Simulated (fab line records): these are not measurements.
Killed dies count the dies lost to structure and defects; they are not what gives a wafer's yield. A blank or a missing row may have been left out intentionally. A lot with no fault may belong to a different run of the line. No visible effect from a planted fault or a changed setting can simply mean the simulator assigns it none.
8D (eight disciplines) problem report, filled in by code | flow gf180mcu | the parts of the form that need people (team, actions taken, sign-off) are left out

== 1. WHAT WENT WRONG ==
At GF_LVPWELL_EXPOSE_04, exposure dose mJ cm2 averages 227.17 over 6 wafers from 2 lots, while fault-free wafers read 259.93, standard deviation 0.24. So: -99 or more standard deviations from the usual mean.
The step: exposes mask LVPWELL, target cd 600 nm.
First observed at day 7 10:23: wafer L650.1, on iline stepper-01. The record holds 42 wafers of 14 lots with a number at this step. Rule for "out" (also "out of limits"): further than 4 standard deviations from the usual mean. All remaining wafers that have a number are taken as sound.

== 2. WHAT IT IS, AND WHAT IT ISN'T ==
question                    | is                     | is not
which readings at this step | exposure dose mJ cm2   | -
which lots                  | L650, L656             | L634, L635, L636, L637, L639, L640, L642, L644, L646, L647, L648, L657
which wafers of those lots  | all that have a number | -
read on which tools         | iline stepper-01       | iline stepper-02
when                        | from day 7 10:23       | up to then (33 sound wafers); but 3 sound wafers of L657 came after

== 3. THE SUSPECTS, EACH WITH WHAT RULES IT OUT ==
Counting: a tool at a process step up to the reading stays a suspect if it ran every lot that is out and no sound lot after the first of them.
- iline stepper-01 at GF_LVPWELL_EXPOSE_04 (exposes mask LVPWELL, target cd 600 nm): kept. All lots that are out passed through it, beginning with L650 at day 7 10:23, and no sound lot followed; its final sound lot before that point was L647 at day 6 06:41. Out on those wafers are its own readings of exposure dose mJ cm2.
The count leaves iline stepper-01 at GF_LVPWELL_EXPOSE_04.

== 4. THE CAUSE (what the simulator had put in) ==
Process parameters drifting: iline stepper-01 at GF_LVPWELL_EXPOSE_04, beginning at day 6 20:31. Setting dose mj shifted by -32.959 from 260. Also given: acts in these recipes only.
After counting, this tool was the only one left.

== 5. THE EFFECT CHAIN, in route order ==
Rows list readings where the struck wafers' mean (over those with a number) sits beyond 3 standard deviations from the usual. Readings are gone through only where the record gives a usual standard deviation; hours: the median, over the lots, of the time from a lot's start at the first step in this table giving one to that lot's start at this step; sigmas: the change measured in usual standard deviations.
hours | step                 | reading              | usual  | on struck wafers | change | sigmas
0     | GF_LVPWELL_EXPOSE_04 | exposure dose mJ cm2 | 259.93 | 227.17           | -32.76 | -99 or more
Here are the process steps it includes:
- GF_LVPWELL_EXPOSE_04: exposes mask LVPWELL, target cd 600 nm.
At these later measuring or inspecting steps, every struck wafer for which the step has a row has a number for every such reading, and none has moved that far: GF_CONTACT_CD_MEAS_14.

== 6. WHAT WOULD HAVE CAUGHT IT SOONER ==
In this record the first reading out of limits was taken at day 7 10:23, 14 hours after the fault began at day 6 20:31.
